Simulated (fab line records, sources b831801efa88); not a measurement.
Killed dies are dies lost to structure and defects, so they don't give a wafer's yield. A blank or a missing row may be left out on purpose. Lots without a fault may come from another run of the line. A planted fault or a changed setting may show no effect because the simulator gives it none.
A struck lot beside a sound one | flow gf180mcu | 26 steps out of a route of 602
Sound: wafers L497.2, L497.3, L497.6. Struck: wafers L495.1, L495.4, L495.5. The cause comes at the end.
At each step with rows: each side's tool, then ch and its chambers, then its first start. Under that, the readings that differ: sound wafers | struck wafers | difference of the means | sigmas: that difference in standard deviations of wafers without a fault.
alike: readings whose means differ by less than 2 such deviations, and words and numbers that are the same on both sides. not compared: withheld readings, readings that some wafer has no value for, bounds like >300 that may hide the same value, and numbers for which the record gives no deviation and whose values overlap.
The two part at a step that has a row with sigmas, a row that says differs or no value, or rows on one side only. Numbers that don't overlap but have no deviation are shown without sigmas and don't part them. A reading that every wafer of one side lacks parts them only if that side has two wafers or more.

first, 3 steps without rows for these wafers: GF_V4_CLEAN_20 (cleans in DIW); GF_V4_SPUTTER_21 (material Ti, target thk 15 nm, time 80.02 s); GF_V4_SPUTTER_22 (material TiN, target thk 10 nm, time 40 s).
GF_V4_CVD_23: deposits W, target thk 350 nm, time 104.9 s.
  sound on cvd_w-02 ch 0,1, day 29 04:40; struck on cvd_w-01 ch 0, day 28 20:34
  alike: chamber_pressure_Torr, heater_power_outer_w, heater_power_w
GF_V4_RS_MEAS_24: measures by four-point-probe.
  sound on film_metro-02, day 29 04:48; struck on film_metro-01, day 28 20:41
  alike: V4_W_RS
GF_V4_THK_MEAS_25: measures by xrf.
  sound on film_metro-02, day 29 04:55; struck on film_metro-01, day 28 20:49
  alike: V4_W_THK
then, 1 step without rows for these wafers: GF_V4_CMP_26 (polishes, stops on SiO2, t overpolish 15 s, target thk 0 nm).
GF_MIM_SPUTTER_00: material Ti, target thk 37.5 nm, time 150 s.
  sound on pvd_sputter-04, day 29 05:29; struck on pvd_sputter-04, day 28 21:17
  alike: throttle_valve_pct
then, 3 steps without rows for these wafers: GF_MIM_SPUTTER_01 (material TiN, target thk 30 nm, time 25 s); GF_MIM_SPUTTER_02 (material AlCu, target thk 450 nm, time 23.9 s); GF_MIM_SPUTTER_03 (material Ti, target thk 10 nm, time 6.7 s).
GF_MIM_SPUTTER_04: material TiN, target thk 50 nm, time 41.7 s.
  sound on pvd_sputter-04, day 29 05:40; struck on pvd_sputter-04, day 28 21:28
  alike: throttle_valve_pct
GF_MIM_CVD_05: deposits Si3N4, target thk 42 nm, time 29.086 s.
  sound on pecvd-03 ch 0,2, day 29 05:42; struck on pecvd-03 ch 0,1, day 28 21:31
  no value came back on the struck wafers for heater_power_outer_w (W), heater_power_w (W); on the sound wafers heater_power_outer_w (W) reads 334 273 280
GF_MIM_SPUTTER_07: material TiN, target thk 60 nm, time 50 s.
  sound on pvd_sputter-01, day 29 05:47; struck on pvd_sputter-03, day 28 21:37
  alike: throttle_valve_pct
GF_MIM_SPUTTER_08: material AlCu, target thk 200 nm, time 10.6 s.
  sound on pvd_sputter-01, day 29 05:50; struck on pvd_sputter-03, day 28 21:39
  alike: throttle_valve_pct
then, 8 steps without rows for these wafers: GF_MIM_SPUTTER_09 (material TiN, target thk 35 nm, time 29.2 s); GF_MIM_DEHYDRATE_12 (time 60 s); GF_MIM_HMDS_13 (prime time 60 s); GF_MIM_COAT_14 (resist thk 1000 nm); GF_MIM_SOFTBAKE_15 (time 60 s); GF_MIM_EXPOSE_16 (exposes mask FuseTop, target cd 2000 nm); GF_MIM_PEB_17; GF_MIM_DEVELOP_18 (develop time 60 s).
GF_MIM_METAL_ETCH_19: etches the open film in Cl2/BCl3, stops on Si3N4, target depth 324.5 nm, time 54.1 s.
  sound on rie_metal-03 ch 1, day 30 00:28; struck on rie_metal-03 ch 0,1, day 29 17:23
  reading                         | sound                | struck               | difference | sigmas
  oes_product_au (a.u.)           | 0.948 0.941 0.931    | 0.996 0.951 0.950    | +0.026     | +4
  throttle_valve_pct (%)          | 28.276 28.285 28.288 | 28.211 28.292 28.265 | -0.027     | -3
  model.etch.depth_nm (nm)        | 294.8 294.9 293.6    | 323.9 300.1 300.2    | +13.6      |
  model.MIM.feature_depth_nm (nm) | 294.8 294.9 293.6    | 323.9 300.1 300.2    | +13.6      |
  alike: drypump_motor_current_A
  not compared: rf_hours_counter_h
then, 1 step without rows for these wafers: GF_MIM_STRIP_20 (strips in O2/N2).
-- the record jumps here: 3 days lie between the struck wafers' starts before and after (it left off in module MIM and takes up again in module PASSIVATION, whose first step shown is number 602 of the route) --
GF_PASSIVATION_PROBE_99:
  the record has rows for the struck wafers here (prober-01, day 32 20:55) and none for the sound ones

WHERE THEY PART
First at GF_MIM_CVD_05; last, within this record, at GF_PASSIVATION_PROBE_99.

WHY: what the simulator had put in
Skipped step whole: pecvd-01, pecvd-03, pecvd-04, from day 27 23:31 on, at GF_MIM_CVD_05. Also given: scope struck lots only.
